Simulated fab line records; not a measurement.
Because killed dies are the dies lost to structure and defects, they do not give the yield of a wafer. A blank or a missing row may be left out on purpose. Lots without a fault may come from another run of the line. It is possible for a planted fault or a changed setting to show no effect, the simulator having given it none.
fab line records -- flow sky130
record lots=6, wafers=18, last_day=52
route steps=708 shown METAL5@669 PASSIVATION@681 PAD_OPEN@694
lots untouched by any fault: they come from a run of this same line in which no faults occurred
start_h: the number of hours between the record's first day and the start of the first shown wafer of the lot -- wait_h: hours from the lot's prior step to this one -- " as in the row above -- L1.1+2: a row that stands for several wafers -- - either no value or no given start -- * or withheld: withheld -- < > ~ a bound
route shown NAME@n: a module of which the file shows steps, and the number in the route of the first -- usual: mean/standard deviation of fault-free wafers -- same: alike in all rows -- chamber/n: place in a boat -- sites: each site's reading -- _std_site: standard deviation of those values -- _edge_site: the outer-site mean with the inner-site mean subtracted -- radius_mm: how far each site lies from the wafer's centre -- mask NAME#n: copy n -- behind: the last tool/chamber to shape the wafer -- hold: why the lot went on hold/how many hours it stayed there/how the hold came to an end -- device: the n, p or np transistor that did not switch -- end of line: at the end of the route, the tests of the same wafers -- where a step has no rows: the recipe by itself -- killed: dies lost to structure and defects at the first sort, not the wafer's yield -- map: a wafer's dies, marking killed ones x, the rest . and places with no die _
set.NAME: the setting as run; set.NAME@STEP: as run at that earlier step -- model.NAME: the simulator's own value behind a step, which no gauge read
certain route steps with their lots: each step a table, each wafer a row
services: a tool's chamber out of use, with start hour (start_h, from the record's first day; less than 0 if before it), hours out, and reason
## steps
# step SKY_METAL5_HMDS_08
# recipe prime_time_s=60, prime_temp_c=120
# step SKY_METAL5_COAT_09
# recipe resist=NOVOLAK, spin_rpm=3000, resist_thk_nm=1800
# step SKY_METAL5_SOFTBAKE_10
# recipe temp_c=90, time_s=60, resist=NOVOLAK
# step SKY_METAL5_EXPOSE_11
# recipe mask_id=MM5, na=0.6, source_shape=conventional, sigma_outer=0.6, polarization=unpolarized, target_cd_nm=1600, dose_mj=190
# step SKY_METAL5_PEB_12
# recipe temp_c=withheld, time_s=*, resist=NOVOLAK
# step SKY_METAL5_DEVELOP_13
# recipe resist=NOVOLAK, developer=TMAH, develop_time_s=60, dev_temp_c=23
# step SKY_METAL5_DESCUM_14
# recipe chemistry=O2, source_power_w=150, bias_power_w=0, pressure_mtorr=10, temp_c=40, time_s=11
# usual drypump_motor_current_A=5.8/0.47, he_backside_leak_sccm=3.3/0.32, oes_product_au=0.995/0.0088
lot.wafer,tool,chamber,start_h,wait_h,drypump_motor_current_A,he_backside_leak_sccm,oes_product_au,rf_hours_counter_h
L631.2,rie_metal-02,1,1055.64,0.1,6.1,3.4,1.003,19
L631.5,rie_metal-02,0,1055.64,0.1,6.5,3.3,0.992,-
L631.6,rie_metal-02,1,1055.64,0.1,6.1,3.4,1.010,-
L632.2,rie_metal-03,0,1057.74,0.1,5.1,3.4,0.988,20
L632.3,rie_metal-03,0,1057.74,0.1,5.1,3.5,0.979,-
L632.5,rie_metal-03,1,1057.74,0.1,5.6,3.2,0.989,-
L633.3,rie_metal-02,0,1063.08,0.1,6.5,3.3,0.987,-
L633.4,rie_metal-02,1,1063.08,0.1,6.1,3.3,1.005,-
L633.6,rie_metal-02,0,1063.08,0.1,6.5,3.4,0.999,-
L638.1,rie_metal-01,0,1203.21,0.1,5.7,3.2,0.993,9
L638.5,rie_metal-01,0,1203.21,0.1,5.7,3.0,0.987,-
L638.6,rie_metal-01,1,1203.21,0.1,5.3,3.3,0.993,-
L637.1,rie_metal-01,0,1205.62,0.1,5.7,3.0,0.984,10
L637.3,rie_metal-01,0,1205.62,0.1,5.7,3.1,0.986,-
L637.5,rie_metal-01,1,1205.62,0.1,5.3,3.2,1.007,-
L641.1,rie_metal-03,0,1207.44,0.1,5.1,3.4,0.991,32
L641.4,rie_metal-03,1,1207.44,0.1,5.6,3.2,0.995,-
L641.6,rie_metal-03,0,1207.44,0.1,5.1,3.5,0.998,-
# step SKY_METAL5_METAL_ETCH_15
# recipe target_depth_a=12600, stop_on=SiO2, over_etch_frac=0.2, time_s=252, chemistry=Cl2/BCl3, resist_sidewall_deg=86, pressure_mtorr=10, icp_w=900, bias_w=48.5, Cl2_flow_sccm=60, bcl3_flow_sccm=30
# usual drypump_motor_current_A=5.8/0.47, he_backside_leak_sccm=3.4/0.39, oes_product_au=0.894/0.0054, throttle_valve_pct=22.263/0.0087
lot.wafer,tool,chamber,start_h,wait_h,drypump_motor_current_A,he_backside_leak_sccm,oes_product_au,rf_hours_counter_h,throttle_valve_pct
L631.2,rie_metal-02,1,1055.67,0.0,6.2,3.4,0.897,19,22.273
L631.5,rie_metal-02,0,1055.67,0.0,6.5,3.1,0.895,-,22.254
L631.6,rie_metal-02,1,1055.67,0.0,6.1,6.4,0.894,-,22.258
L632.2,rie_metal-03,0,1057.77,0.0,5.1,3.4,0.901,20,22.274
L632.3,rie_metal-03,0,1057.77,0.0,5.1,3.5,0.895,-,22.255
L632.5,rie_metal-03,1,1057.77,0.0,5.6,3.1,0.896,-,22.272
L633.3,rie_metal-02,0,1063.18,0.1,6.5,3.5,0.899,-,22.278
L633.4,rie_metal-02,1,1063.18,0.1,6.1,3.4,0.897,-,22.259
L633.6,rie_metal-02,0,1063.18,0.1,6.5,3.4,0.896,-,22.269
L638.1,rie_metal-01,0,1203.24,0.0,5.7,3.1,0.885,9,22.270
L638.5,rie_metal-01,0,1203.24,0.0,5.6,3.1,0.898,-,22.246
L638.6,rie_metal-01,1,1203.24,0.0,5.3,3.0,0.890,-,22.260
L637.1,rie_metal-01,0,1205.65,0.0,5.7,3.1,0.892,10,22.264
L637.3,rie_metal-01,0,1205.65,0.0,5.7,3.1,0.896,-,22.262
L637.5,rie_metal-01,1,1205.65,0.0,5.4,3.2,0.894,-,22.253
L641.1,rie_metal-03,0,1207.47,0.0,5.1,3.3,0.890,32,22.256
L641.4,rie_metal-03,1,1207.47,0.0,5.6,3.2,0.891,-,22.269
L641.6,rie_metal-03,0,1207.47,0.0,5.1,3.5,0.884,-,22.262
# step SKY_METAL5_STRIP_16
# recipe chemistry=O2/N2, power_w=1400, pressure_mtorr=1500, platen_temp_c=withheld, o2_flow_sccm=3000, n2_flow_sccm=300, overash_fraction=0.5
# step SKY_METAL5_STRIP_17
# recipe chemistry=post_etch_residue_remover, time_s=1200, temp_c=72.5
# step SKY_METAL5_CLEAN_18
# recipe chemistry=IPA, time_s=180, temp_c=25
# step SKY_METAL5_CLEAN_19
# recipe chemistry=O3/DIW, dry=n2_spin
# step SKY_PASSIVATION_CVD_00
# recipe material=SiO2, target_thk_nm=90, temp_c=400, time_s=withheld, rf_w=600
# usual heater_power_w=657/64
lot.wafer,tool,chamber,start_h,wait_h,heater_power_w
L631.2,pecvd-04,1,1056.53,0.0,764
L631.5,pecvd-04,0,1056.53,0.0,544
L631.6,pecvd-04,2,1056.53,0.0,703
L632.2,pecvd-04,2,1058.64,0.0,724
L632.3,pecvd-04,0,1058.64,0.0,586
L632.5,pecvd-04,1,1058.64,0.0,730
L633.3,pecvd-04,2,1063.92,0.0,642
L633.4,pecvd-04,2,1063.92,0.0,660
L633.6,pecvd-04,1,1063.92,0.0,658
L638.1,pecvd-03,2,1204.24,0.0,717
L638.5,pecvd-03,1,1204.24,0.0,514
L638.6,pecvd-03,2,1204.24,0.0,741
L637.1,pecvd-03,0,1206.48,0.0,634
L637.3,pecvd-03,1,1206.48,0.0,536
L637.5,pecvd-03,2,1206.48,0.0,751
L641.1,pecvd-02,1,1208.34,0.0,712
L641.4,pecvd-02,1,1208.34,0.0,701
L641.6,pecvd-02,1,1208.34,0.0,734
# step SKY_PASSIVATION_THK_MEAS_01
# recipe reads=SiO2_of_PASSIVATION_CVD_00
# usual PASSIVATION_CVD_00_THK=90.6/1.3
lot.wafer,tool,chamber,start_h,wait_h,PASSIVATION_CVD_00_THK[nm]
L631.2,film_metro-04,-,1056.57,-,89.5
L631.5,film_metro-04,-,1056.57,-,91.0
L631.6,film_metro-04,-,1056.57,-,90.6
L632.2,film_metro-02,-,1058.67,-,90.7
L632.3,film_metro-02,-,1058.67,-,90.0
L632.5,film_metro-02,-,1058.67,-,92.3
L633.3,film_metro-01,-,1063.97,-,90.8
L633.4,film_metro-01,-,1063.97,-,92.3
L633.6,film_metro-01,-,1063.97,-,92.0
L638.1,film_metro-02,-,1204.27,-,90.0
L638.5,film_metro-02,-,1204.27,-,88.8
L638.6,film_metro-02,-,1204.27,-,91.3
L637.1,film_metro-04,-,1206.50,-,91.2
L637.3,film_metro-04,-,1206.50,-,90.2
L637.5,film_metro-04,-,1206.50,-,91.3
L641.1,film_metro-01,-,1208.38,-,89.4
L641.4,film_metro-01,-,1208.38,-,90.0
L641.6,film_metro-01,-,1208.38,-,90.0
# step SKY_PASSIVATION_CVD_02
# recipe material=Si3N4, target_thk_nm=540, temp_c=400, time_s=withheld, rf_w=450
# usual heater_power_w=717/80
lot.wafer,tool,chamber,start_h,wait_h,heater_power_w
L631.2,pecvd-02,0,1056.62,0.0,692
L631.5,pecvd-02,0,1056.62,0.0,723
L631.6,pecvd-02,1,1056.62,0.0,812
L632.2,pecvd-02,0,1058.72,0.0,673
L632.3,pecvd-02,1,1058.72,0.0,726
L632.5,pecvd-02,0,1058.72,0.0,688
L633.3,pecvd-02,1,1064.01,0.0,801
L633.4,pecvd-02,0,1064.01,0.0,681
L633.6,pecvd-02,2,1064.01,0.0,722
L638.1,pecvd-04,1,1204.33,0.1,817
L638.5,pecvd-04,1,1204.33,0.1,848
L638.6,pecvd-04,0,1204.33,0.1,659
L637.1,pecvd-04,1,1206.56,0.1,782
L637.3,pecvd-04,0,1206.56,0.1,632
L637.5,pecvd-04,0,1206.56,0.1,675
L641.1,pecvd-04,1,1208.44,0.1,870
L641.4,pecvd-04,0,1208.44,0.1,602
L641.6,pecvd-04,0,1208.44,0.1,661
# step SKY_PASSIVATION_THK_MEAS_03
# recipe reads=Si3N4_of_PASSIVATION_CVD_02
# usual PASSIVATION_CVD_02_THK=539/7.1
lot.wafer,tool,chamber,start_h,wait_h,PASSIVATION_CVD_02_THK[nm]
L631.2,film_metro-01,-,1056.85,-,541
L631.5,film_metro-01,-,1056.85,-,543
L631.6,film_metro-01,-,1056.85,-,551
L632.2,film_metro-02,-,1058.96,-,534
L632.3,film_metro-02,-,1058.96,-,539
L632.5,film_metro-02,-,1058.96,-,540
L633.3,film_metro-04,-,1064.25,-,542
L633.4,film_metro-04,-,1064.25,-,536
L633.6,film_metro-04,-,1064.25,-,540
L638.1,film_metro-04,-,1204.55,-,540
L638.5,film_metro-04,-,1204.55,-,545
L638.6,film_metro-04,-,1204.55,-,543
L637.1,film_metro-04,-,1206.78,-,539
L637.3,film_metro-04,-,1206.78,-,534
L637.5,film_metro-04,-,1206.78,-,543
L641.1,film_metro-04,-,1208.77,-,536
L641.4,film_metro-04,-,1208.77,-,538
L641.6,film_metro-04,-,1208.77,-,538
# step SKY_PASSIVATION_DEHYDRATE_04
# recipe temp_c=200, time_s=60
# step SKY_PASSIVATION_HMDS_05
# recipe prime_time_s=60, prime_temp_c=120
# step SKY_PASSIVATION_COAT_06
# recipe spin_rpm=2000, resist_thk_nm=3000
# step SKY_PASSIVATION_SOFTBAKE_07
# recipe temp_c=110, time_s=withheld
# step SKY_PASSIVATION_EXPOSE_08
# recipe mask_id=NSM, target_cd_nm=3000, na=0.57, dose_mj=260
# step SKY_PASSIVATION_PEB_09
# recipe temp_c=115, time_s=withheld
# step SKY_PASSIVATION_DEVELOP_10
# recipe develop_time_s=60, dev_temp_c=23
# step SKY_PASSIVATION_ETCH_11
# recipe chemistry=CF4/O2, target_depth_nm=725, stop_on=AlCu, source_w=800, bias_w=150, pressure_mtorr=150, cf4_flow_sccm=80, O2_flow_sccm=10, time_s=161.1
# usual drypump_motor_current_A=5.9/0.71, oes_product_au=0.977/0.0069, throttle_valve_pct=5.965/0.0091
lot.wafer,tool,chamber,start_h,wait_h,drypump_motor_current_A,oes_product_au,rf_hours_counter_h,throttle_valve_pct
L631.2,rie_diel-01,1,1076.76,-,6.1,0.985,25,5.969
L631.5,rie_diel-01,0,1076.76,-,5.3,0.983,-,5.970
L631.6,rie_diel-01,3,1076.76,-,4.6,0.990,-,5.952
L632.2,rie_diel-04,1,1078.71,-,6.4,0.976,4,5.957
L632.3,rie_diel-04,0,1078.71,-,6.4,0.980,13,5.966
L632.5,rie_diel-04,1,1078.71,-,6.4,0.979,-,5.947
L633.3,rie_diel-01,0,1083.86,-,5.3,0.971,6,5.975
L633.4,rie_diel-01,2,1083.86,-,6.5,0.979,10,5.965
L633.6,rie_diel-01,2,1083.86,-,6.5,0.974,-,5.957
L638.1,rie_diel-02,0,1220.09,-,6.6,0.970,23,5.971
L638.5,rie_diel-02,1,1220.09,-,5.2,0.974,-,5.959
L638.6,rie_diel-02,2,1220.09,-,6.5,0.983,-,5.964
L637.1,rie_diel-01,0,1222.04,-,5.3,0.971,10,5.962
L637.3,rie_diel-01,2,1222.04,-,6.5,0.977,15,5.965
L637.5,rie_diel-01,2,1222.04,-,6.6,0.982,-,5.966
L641.1,rie_diel-02,1,1223.99,-,5.2,0.972,21,5.980
L641.4,rie_diel-02,0,1223.99,-,6.6,0.974,23,5.990
L641.6,rie_diel-02,3,1223.99,-,6.7,0.976,-,5.954
# step SKY_PASSIVATION_STRIP_12
# recipe chemistry=O2/N2, power_w=1400, pressure_mtorr=1500, platen_temp_c=withheld, overash_fraction=0.7, o2_flow_sccm=3000, n2_flow_sccm=300
# step SKY_PAD_OPEN_DEHYDRATE_00
# recipe temp_c=200, time_s=60
# step SKY_PAD_OPEN_HMDS_01
# recipe prime_time_s=60, prime_temp_c=120
# step SKY_PAD_OPEN_COAT_02
# recipe spin_rpm=2000, resist_thk_nm=3000
# step SKY_PAD_OPEN_SOFTBAKE_03
# recipe temp_c=110, time_s=withheld
# step SKY_PAD_OPEN_EXPOSE_04
# recipe mask_id=PDM, target_cd_nm=60000, na=0.57, dose_mj=260
# step SKY_PAD_OPEN_PEB_05
# recipe temp_c=115, time_s=withheld
# step SKY_PAD_OPEN_DEVELOP_06
# recipe develop_time_s=60, dev_temp_c=23
# step SKY_PAD_OPEN_ETCH_07
# recipe chemistry=CF4/O2, target_depth_nm=725, stop_on=AlCu, source_w=800, bias_w=150, pressure_mtorr=150, cf4_flow_sccm=80, O2_flow_sccm=10, time_s=161.1
# step SKY_PAD_OPEN_STRIP_08
# recipe chemistry=O2/N2, power_w=1400, pressure_mtorr=1500, platen_temp_c=withheld, overash_fraction=0.7, o2_flow_sccm=3000, n2_flow_sccm=300
# usual drypump_motor_current_A=5.7/0.32, oes_product_au=0.663/0.0045, strip_time_to_endpoint_s=37.04/0.13
lot.wafer,tool,chamber,start_h,wait_h,drypump_motor_current_A,oes_product_au,rf_hours_counter_h,strip_time_to_endpoint_s
L631.2,plasma_asher-01,1,1095.44,0.1,6.1,0.658,91,36.99
L631.5,plasma_asher-01,1,1095.44,0.1,6.1,0.663,-,37.08
L631.6,plasma_asher-01,0,1095.44,0.1,5.3,0.663,-,37.09
L632.2,plasma_asher-04,0,1096.66,0.1,5.6,0.667,36,37.18
L632.3,plasma_asher-04,1,1096.66,0.1,5.9,0.665,-,37.16
L632.5,plasma_asher-04,1,1096.66,0.1,5.9,0.667,-,37.23
L633.3,plasma_asher-04,1,1101.68,0.1,5.9,0.666,-,37.09
L633.4,plasma_asher-04,0,1101.68,0.1,5.6,0.658,-,37.08
L633.6,plasma_asher-04,1,1101.68,0.1,5.9,0.668,-,37.10
L638.1,plasma_asher-03,1,1236.61,0.1,6.1,0.670,13,37.10
L638.5,plasma_asher-03,1,1236.61,0.1,6.1,0.662,-,37.07
L638.6,plasma_asher-03,0,1236.61,0.1,5.8,0.660,-,37.13
L637.1,plasma_asher-04,0,1238.85,0.1,5.6,0.655,51,36.90
L637.3,plasma_asher-04,1,1238.85,0.1,5.9,0.672,-,37.01
L637.5,plasma_asher-04,0,1238.85,0.1,5.6,0.659,-,37.06
L641.1,plasma_asher-03,0,1240.41,0.1,5.8,0.662,14,37.41
L641.4,plasma_asher-03,1,1240.41,0.1,6.2,0.663,-,37.26
L641.6,plasma_asher-03,0,1240.41,0.1,5.8,0.658,-,37.37
# step SKY_PAD_OPEN_STRIP_09
# recipe chemistry=post_etch_residue_remover, time_s=1200, temp_c=72.5
# step SKY_PAD_OPEN_CLEAN_10
# recipe chemistry=IPA, time_s=180, temp_c=25
# step SKY_PAD_OPEN_CLEAN_11
# recipe chemistry=O3/DIW, dry=n2_spin
# step SKY_PAD_OPEN_ANNEAL_12
# recipe temp_c=400, time_s=withheld, ambient=N2/H2, idle_temp_c=300, ramp_up_c_per_min=8, ramp_down_c_per_min=4
# step SKY_PAD_OPEN_BOW_MEAS_13
# recipe mode=bow
# usual PAD_OPEN_BOW=47/8
lot.wafer,tool,chamber,start_h,wait_h,PAD_OPEN_BOW[um]
L631.2,film_metro-02,-,1097.60,-,44
L631.5,film_metro-02,-,1097.60,-,44
L631.6,film_metro-02,-,1097.60,-,57
L632.2,film_metro-04,-,1098.81,-,29
L632.3,film_metro-04,-,1098.81,-,33
L632.5,film_metro-04,-,1098.81,-,52
L633.3,film_metro-04,-,1103.78,-,43
L633.4,film_metro-04,-,1103.78,-,53
L633.6,film_metro-04,-,1103.78,-,54
L638.1,film_metro-03,-,1238.89,-,39
L638.5,film_metro-03,-,1238.89,-,35
L638.6,film_metro-03,-,1238.89,-,48
L637.1,film_metro-03,-,1241.14,-,39
L637.3,film_metro-03,-,1241.14,-,53
L637.5,film_metro-03,-,1241.14,-,36
L641.1,film_metro-02,-,1242.64,-,35
L641.4,film_metro-02,-,1242.64,-,50
L641.6,film_metro-02,-,1242.64,-,31
# step SKY_PAD_OPEN_PROBE_99
# usual defect_limited_yield=82.5/1.9, killed_at_M0_to_M3=43/7, killed_at_M4_up=2.7/1.6, killed_at_contacts=24/5.3, killed_at_front_end=16/4.6, killed_at_other=0.3/0.53, killed_dies=86/9.3, killed_open=47/6.9, killed_short=38/6.1, sort_bin_3_pad_short=0.9/0.4, sort_bin_5_function=10.3/1.4, sort_bin_6_memory=6.3/1.1, sort_n_pass=406/9.3, sort_yield_pct=82.5/1.9
# same gross_dies=492, killed_at_back_side=0, sort_bin_4_leakage[%]=0, sort_bin_8_speed[%]=0
lot.wafer,tool,chamber,start_h,wait_h,defect_limited_yield[%],killed_at_M0_to_M3,killed_at_M4_up,killed_at_contacts,killed_at_front_end,killed_at_other,killed_dies,killed_open,killed_short,sort_bin_3_pad_short[%],sort_bin_5_function[%],sort_bin_6_memory[%],sort_n_pass,sort_yield_pct[%],model.etest.tester.sort_n_pass,model.etest.tester.sort_yield_pct,model.etest.tester.sort_bin_5_pct,model.etest.tester.sort_bin_3_pct
L631.2,prober-02,-,1097.75,0.1,82.7,41,4,16,24,0,85,38,47,1.0,10.2,6.1,407,82.7,407,82.72,10.16,1.016
L631.5,prober-02,-,1097.90,0.2,84.1,38,4,20,16,0,78,38,40,1.0,8.5,6.3,414,84.1,414,84.15,8.537,1.016
L631.6,prober-02,-,1097.95,0.2,80.3,53,2,27,15,0,97,56,41,1.4,10.2,8.1,395,80.3,395,80.28,10.16,1.423
L632.2,prober-01,-,1098.96,0.1,83.9,41,4,25,9,0,79,46,33,0.8,9.6,5.7,413,83.9,413,83.94,9.553,0.813
L632.3,prober-01,-,1099.01,0.2,82.1,52,3,23,10,0,88,45,43,0.6,11.2,6.1,404,82.1,404,82.11,11.18,0.6098
L632.5,prober-01,-,1099.11,0.2,74.0,41,0,28,9,50,128,48,30,3.3,16.1,6.7,364,74.0,364,73.98,16.06,3.252
L633.3,prober-02,-,1103.96,0.2,80.9,48,2,28,16,0,94,58,36,0.6,11.2,7.3,398,80.9,398,80.89,11.18,0.6098
L633.4,prober-02,-,1104.01,0.2,82.9,40,2,26,16,0,84,45,39,0.8,11.4,4.9,408,82.9,408,82.93,11.38,0.813
L633.6,prober-02,-,1104.11,0.2,72.8,32,3,23,15,61,134,39,34,2.6,17.3,7.3,358,72.8,358,72.76,17.28,2.642
L641.1,prober-02,-,1243.06,0.4,79.3,54,2,27,18,1,102,43,59,1.6,12.0,7.1,390,79.3,390,79.27,11.99,1.626
L641.4,prober-02,-,1243.21,0.5,82.3,40,4,20,22,1,87,43,44,0.4,10.4,6.9,405,82.3,405,82.32,10.37,0.4065
L641.6,prober-02,-,1243.31,0.6,81.5,47,2,21,20,1,91,55,36,0.8,12.4,5.3,401,81.5,401,81.5,12.4,0.813
# killed by level:class
L631.2 VIA2:geometric_particle:open=8 METAL1:geometric_particle:short=8 FIELD_ISO:geometric_particle:open=7 CONTACT:geometric_particle:short=7 VIA3:geometric_particle:open=5 POLY_GATE:geometric_particle:short=4 POLY_GATE:geometric_particle:open=4 VIA1:geometric_particle:short=4
L631.5 VIA1:geometric_particle:open=11 METAL2:geometric_particle:short=8 LOCAL_INTERCONNECT:geometric_particle:short=5 LI_CONTACT:geometric_particle:open=5 METAL1:geometric_particle:short=5 FIELD_ISO:geometric_particle:open=4 CONTACT:geometric_particle:open=4 VIA2:geometric_particle:short=4
L631.6 VIA1:geometric_particle:open=14 CONTACT:geometric_particle:open=11 LI_CONTACT:geometric_particle:open=8 METAL2:geometric_particle:short=8 METAL1:geometric_particle:short=7 VIA3:geometric_particle:open=7 POLY_GATE:geometric_particle:open=5 FIELD_ISO:geometric_particle:open=4
L632.2 VIA1:geometric_particle:open=10 LI_CONTACT:geometric_particle:open=9 CONTACT:geometric_particle:open=8 METAL1:geometric_particle:short=6 VIA3:geometric_particle:open=6 VIA2:geometric_particle:open=5 LOCAL_INTERCONNECT:geometric_particle:short=4 VIA3:geometric_particle:short=4
L632.3 VIA1:geometric_particle:open=12 CONTACT:geometric_particle:open=7 LI_CONTACT:geometric_particle:open=6 VIA1:geometric_particle:short=6 VIA2:geometric_particle:open=6 VIA3:geometric_particle:open=6 METAL2:geometric_particle:short=5 CONTACT:geometric_particle:short=4
L632.5 PASSIVATION:unspecified=50 VIA1:geometric_particle:open=14 LI_CONTACT:geometric_particle:open=9 CONTACT:geometric_particle:open=9 CONTACT:geometric_particle:short=5 METAL1:geometric_particle:short=5 LOCAL_INTERCONNECT:geometric_particle:short=4 METAL1:geometric_particle:open=4
L633.3 VIA3:geometric_particle:open=14 VIA1:geometric_particle:open=12 CONTACT:geometric_particle:open=11 LI_CONTACT:geometric_particle:open=8 VIA2:geometric_particle:open=6 POLY_GATE:geometric_particle:short=5 METAL2:geometric_particle:short=5 POLY_GATE:geometric_particle:open=4
L633.4 CONTACT:geometric_particle:open=10 CONTACT:geometric_particle:short=9 METAL1:geometric_particle:short=8 VIA1:geometric_particle:short=7 VIA1:geometric_particle:open=7 FIELD_ISO:geometric_particle:open=6 VIA3:geometric_particle:open=5 LI_CONTACT:geometric_particle:open=4
L633.6 PASSIVATION:unspecified=61 LI_CONTACT:geometric_particle:open=11 CONTACT:geometric_particle:open=8 FIELD_ISO:geometric_particle:short=5 VIA2:geometric_particle:open=5 POLY_GATE:geometric_particle:short=5 VIA3:geometric_particle:open=5 METAL1:geometric_particle:short=4
L641.1 CONTACT:geometric_particle:open=15 VIA1:geometric_particle:open=12 METAL2:geometric_particle:short=10 FIELD_ISO:geometric_particle:short=7 VIA1:geometric_particle:short=6 LOCAL_INTERCONNECT:geometric_particle:short=5 VIA3:geometric_particle:short=5 METAL3:geometric_particle:short=5
L641.4 VIA1:geometric_particle:open=10 CONTACT:geometric_particle:open=9 FIELD_ISO:geometric_particle:short=6 VIA2:geometric_particle:open=6 POLY_GATE:geometric_particle:short=5 FIELD_ISO:geometric_particle:open=4 METAL2:geometric_particle:short=4 METAL4:geometric_particle:short=4
L641.6 CONTACT:geometric_particle:open=13 VIA1:geometric_particle:open=13 METAL2:geometric_particle:short=13 VIA2:geometric_particle:open=8 FIELD_ISO:geometric_particle:open=6 POLY_GATE:geometric_particle:short=5 VIA3:geometric_particle:open=4 LOCAL_INTERCONNECT:geometric_particle:short=3
# map L632.5 (x killed, . not)
__________....x....._________
________...x......xx.._______
______.................._____
_____x.........xx.......x____
____.x..x..........x......___
___....x.......xx.x.....xx.__
__...xx.......x.......x....._
_x......x.........x......xx.x
_x...x................x..x...
_xx...x.x...............x.x.x
_................x.x..x......
_................xxxx..x...xx
_......x...x.....x.xxxxxxx.x.
_.x....x.......xxxxxxxxxx..x.
_.x..x.......xx..xxxxxxxx....
__...xx........x.xxxxxxxxx.._
___.........x..xxxxxxxxxxx.__
____......x.......xxxxxx..___
_____.......x...x..x.x...____
______.x.xx........x.x.x_____
________...........x.x_______
__________......x..._________
# map L633.6 (x killed, . not)
__________.x.x......_________
________...x.....x..x._______
______x..........x......_____
_____.........x.....x...x____
____.x......x.x.x..x......___
___.....................x..__
__..xx........x............._
_xx..x.....xx...x.....xxx....
_......x...x.................
_....x................x......
_.x.x..x.......x....x.....x.x
_....xx........xxxx.xxxx.xxx.
_................xxxxxxxxx...
_..xx.....x.....xxxxxxxxx..xx
_.x........x...xxxxxxxxxxx...
__......x.x......xxxxxxxxxxx_
___......x....x..xxxxxxxx..__
____x....x.......x.xxxxx.x___
_____xxx...x....xx.xx..xx____
______x.........x.....x._____
________.......x......_______
__________.........._________
## services
tool,chamber,start_h,hours,kind
rie_diel-01,1,1036.40,5.5,repair
pecvd-03,1,1047.14,3.2,repair
pecvd-03,-,1047.43,0.7,repair
pecvd-03,-,1053.86,6.0,pm
plasma_asher-03,-,1055.25,9.0,pm
plasma_asher-04,-,1056.93,1.0,repair
pecvd-02,-,1059.67,1.7,repair
plasma_asher-01,-,1065.54,1.4,repair
plasma_asher-03,-,1073.15,11.7,repair
pecvd-04,0,1081.26,3.5,repair
plasma_asher-03,-,1095.26,8.2,repair
plasma_asher-01,-,1096.35,14.6,pm
pecvd-04,-,1099.78,0.5,repair
rie_diel-04,1,1103.89,8.9,repair
rie_metal-02,-,1104.68,2.4,repair
pecvd-03,-,1108.06,0.5,repair
pecvd-02,-,1111.59,0.7,repair
plasma_asher-04,-,1118.63,1.7,repair
rie_diel-02,-,1123.49,2.8,repair
rie_diel-01,0,1125.41,3.9,repair
rie_diel-02,0,1158.50,4.3,repair
plasma_asher-03,-,1166.02,6.5,repair
rie_metal-02,1,1194.31,1.1,repair
rie_diel-02,1,1231.26,1.5,repair
## key
first_sign step=SKY_PAD_OPEN_PROBE_99, reading=killed_at_other, direction=up, sigmas=55, usual=0.3, struck=55.5
effect step=SKY_PAD_OPEN_PROBE_99, reading=sort_bin_3_pad_short, direction=up, sigmas=5.2, usual=0.9, struck=2.9
model_effect step=SKY_PAD_OPEN_PROBE_99, value=etest.tester.sort_n_pass, without=408, struck=361
met_at SKY_PASSIVATION_CVD_00
struck_wafers L632.5,L633.6
onset_between 1056.53 1058.64
fault kind=chamber_particle_source, tool=pecvd-04, chamber=1, onset_h=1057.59, steps=SKY_PASSIVATION_CVD_00, rate_per_visit_cm2=0.85759, end_h=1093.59
